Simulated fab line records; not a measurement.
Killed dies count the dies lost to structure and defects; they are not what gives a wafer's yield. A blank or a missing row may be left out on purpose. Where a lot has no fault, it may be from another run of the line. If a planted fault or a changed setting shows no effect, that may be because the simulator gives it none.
A lot that was struck, set against a sound lot	flow gf180mcu	16 out of 602 route steps
Sound: the wafers L173.1, L173.4, L173.6. Struck: wafers L181.4, L181.5, L181.6. Last of all comes the cause.
Order at every step that has rows: each side's tool, ch and its chambers, its first start. Under that, the readings that differ: sound wafers	struck wafers	difference of the means	sigmas: that difference in standard deviations of wafers without a fault.
alike: readings whose means differ by less than 2 such deviations, and words and numbers that are the same on both sides. not compared: withheld readings, readings that some wafer has no value for, bounds like >300 that may hide the same value, and numbers for which the record gives no deviation and whose values overlap.
A row with sigmas, a row that says differs or no value, or rows on one side alone: a step with any of these is where the two part. When numbers do not overlap yet have no deviation, they are printed without sigmas and do not part them. A reading missing from all wafers of one side parts the sides only when that side holds two or more wafers.

GF_POLY_GATE_ETCH_13: etches poly-Si in HBr/Cl2, stops on SiO2, target depth 198.5 nm, time 69.6 s.
  sound on rie si-02 ch 0,2, day 9 18:19; struck on rie si-02 ch 0,1, day 12 04:55
  alike: drypump motor current A, oes product au, throttle valve pct
  not compared: rf hours counter h
GF_POLY_GATE_STRIP_14: strips in O2/N2.
  sound on plasma asher-04 ch 0,1, day 9 18:22; struck on plasma asher-04 ch 0,1, day 12 04:59
  alike: drypump motor current A, heater power w, oes product au
  not compared: rf hours counter h
then, 2 steps without rows for these wafers: GF_POLY_GATE_CLEAN_15 (cleans in SC1/SC2, time 150 s); GF_POLY_GATE_OXIDATION_16 (stabilise 600 s, purge 300 s, target thk 4 nm).
GF_POLY_GATE_THK_MEAS_17:
  sound on film metro-02, day 9 19:47; struck on film metro-02, day 12 07:09
reading	sound	struck	difference	sigmas
POLY_GATE_OXIDATION_THK (nm)	4.14 4.13 4.08	3.77 3.80 3.85	-0.31	-4
GF_POLY_GATE_CD_MEAS_18:
  sound on cd sem-02, day 9 19:50; struck on cd sem-02, day 12 07:16
  alike: cd nm
then, 6 steps without rows for these wafers: GF_HV_LDD_DEHYDRATE_00 (time 60 s); GF_HV_LDD_HMDS_01 (prime time 60 s); GF_HV_LDD_COAT_02 (resist thk 1000 nm); GF_HV_LDD_SOFTBAKE_03 (time 60 s); GF_HV_LDD_EXPOSE_04 (exposes mask Nplus LV AREA, target cd 400 nm); GF_HV_LDD_PEB_05.
GF_HV_LDD_DEVELOP_06: develop time 60 s.
  sound on litho track-02 ch 0, day 10 13:30; struck on litho track-03 ch 0, day 13 02:35
GF_HV_LDD_CD_MEAS_07 targets a cd of 400 nm.
  sound on cd sem-01, day 10 13:39; struck on cd sem-01, day 13 02:43
reading	sound	struck	difference	sigmas
cd nm (nm)	393 392 391	419 420 420	+28	+8
GF_HV_LDD_OVL_MEAS_08:
  sound on overlay-01, day 10 13:46; struck on overlay-01, day 13 02:47
  alike: HV_LDD_OVL
-- record jumps: 19 days separate the struck wafers' starts on either side; left off in module HV_LDD, taken up again in module PASSIVATION, whose first shown step is the route's number 602 --
GF_PASSIVATION_PROBE_99:
  only the struck wafers here have rows in the record (prober-02, day 32 02:35); the sound ones have none

== WHERE THEY PART ==
Last at GF_PASSIVATION_PROBE_99 as far as this record goes, first at GF_POLY_GATE_THK_MEAS_17.

WHY: what the simulator had put in
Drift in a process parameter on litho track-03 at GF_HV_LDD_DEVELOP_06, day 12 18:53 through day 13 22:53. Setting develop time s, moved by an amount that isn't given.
